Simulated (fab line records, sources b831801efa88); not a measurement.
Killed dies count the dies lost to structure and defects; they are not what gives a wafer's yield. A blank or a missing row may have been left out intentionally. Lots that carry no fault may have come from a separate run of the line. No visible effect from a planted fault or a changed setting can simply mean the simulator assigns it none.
Comparing a struck lot with a sound one	flow sky130	14 steps out of a route of 708
Sound: these wafers, L650.2, L650.4, L650.5. Wafers struck: L640.2, L640.4, L640.5. The cause comes at the end.
For every step that has rows: the tool of each side, followed by ch and its chambers, followed by its first start. Under that, the readings that differ: sound wafers	struck wafers	difference of the means	sigmas: that difference in standard deviations of wafers without a fault.
alike: same words and numbers on both sides, and readings whose means sit less than 2 such deviations apart. not compared: any withheld reading, any reading some wafer has no value for, any bound like >300 that may hide the same value, and any number with overlapping values for which the record gives no deviation.
A row with sigmas, a row that says differs or no value, or rows on one side alone: a step with any of these is where the two part. Numbers that don't overlap but have no deviation are shown without sigmas and don't part them. Lack of a reading on every wafer of one side parts them only where that side has two or more wafers.

first, 4 steps without rows for these wafers: SKY_METAL2_STRIP_21 (strips in post etch residue remover, time 1200 s); SKY_METAL2_CLEAN_22 (cleans in IPA, time 180 s); SKY_METAL2_CLEAN_23 (cleans in O3/DIW); SKY_VIA2_HDPCVD_00 (deposits SiO2, target thk 1180 nm, time 196.7 s).
SKY_VIA2_THK_MEAS_01:
  struck on filmMetro-03, day 38 14:13; sound on filmMetro-03, day 41 09:16
  alike: VIA2_HDPCVD_THK
SKY_VIA2_CMP_02: polishes SiO2.
  sound on cmp-02 ch 1,2,3, day 41 09:19; struck on cmp-02 ch 0,2, day 38 14:16
  alike: motorCurrentA
SKY_VIA2_BOW_MEAS_03:
  struck on filmMetro-01, day 38 14:35; sound on filmMetro-02, day 41 09:38
  alike: VIA2_BOW
then, 5 steps without rows for these wafers: SKY_VIA2_DEHYDRATE_04 (time 60 s); SKY_VIA2_HMDS_05 (prime time 60 s); SKY_VIA2_COAT_06 (resist thk 60 nm); SKY_VIA2_COAT_07 (resist thk 450 nm); SKY_VIA2_SOFTBAKE_08 (time 90 s).
SKY_VIA2_EXPOSE_09: exposes mask VIM2, target cd 200 nm.
  sound on krfScanner-02 ch 0, day 41 21:50; struck on krfScanner-01, day 39 04:23
  no value came back on the struck wafers for exposureDoseMJCm2, focusOffsetNm (nm); on the sound wafers exposureDoseMJCm2 reads 37.88 37.86 37.88
  alike: mask
then, 1 step without rows for these wafers: SKY_VIA2_PEB_10.

WHERE THEY PART
Within this record, at SKY_VIA2_EXPOSE_09 only.

WHY: the cause the simulator had injected
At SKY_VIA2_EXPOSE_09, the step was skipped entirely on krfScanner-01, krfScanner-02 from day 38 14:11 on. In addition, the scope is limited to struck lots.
